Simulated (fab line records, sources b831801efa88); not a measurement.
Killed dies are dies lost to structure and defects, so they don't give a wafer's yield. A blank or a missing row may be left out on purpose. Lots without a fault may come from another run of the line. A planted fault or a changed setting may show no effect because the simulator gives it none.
Chamber matching | flow sky130 | SKY_VIA1_ETCH_14 on rie_diel-01: 3 sister chambers
The step etches BARC in N2/H2, stops on SiO2, time 45.9 s, target depth 60 nm. 6 wafers are shown with their chamber, then 4 later ones without.

WAFERS WITH THEIR CHAMBER
wafer  | chamber | h2_flow_sccm (sccm) | oes_product_au (a.u.)
L319.1 | 0       | 200.9               | 0.859
L326.2 | 2       | 200.5               | 0.858
L326.5 | 0       | 200.4               | 0.858
L326.6 | 1       | 200.7               | 0.859
L327.1 | 2       | 200.2               | 0.860
L327.4 | 1       | 199.8               | 0.849

WAFERS WITHOUT THEIR CHAMBER
wafer  | h2_flow_sccm (sccm) | oes_product_au (a.u.)
L327.6 | 199.6               | 0.857
L334.1 | 199.6               | 0.850
L334.2 | 199.3               | 0.851
L337.1 | 199.8               | 0.854

WHICH CHAMBER EACH WENT THROUGH
wafer  | from the rows above          | in truth
L327.6 | can't be placed: 1 or 2 or 0 | 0
L334.1 | can't be placed: 1 or 2 or 0 | 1
L334.2 | can't be placed: 1 or 2 or 0 | 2
L337.1 | can't be placed: 1 or 2 or 0 | 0
Placed correctly: 0 of 4. Can't be placed from these rows: 4 (the true chamber is among the candidates in 4). Placed wrongly: 0.
How it was worked out, from the rows above alone: a wafer's distance from a chamber is the root of the sum, over the readings, of the square of ((its reading less the chamber's mean) divided by the reading's scatter). The wafer belongs to the nearest chamber; if the next one is less than 2 further off, it can't be placed. A chamber's mean is the mean of its shown wafers. The scatter: the root of (the sum of the squares of (reading less its chamber's mean) over the shown wafers, divided by (wafers less chambers)).
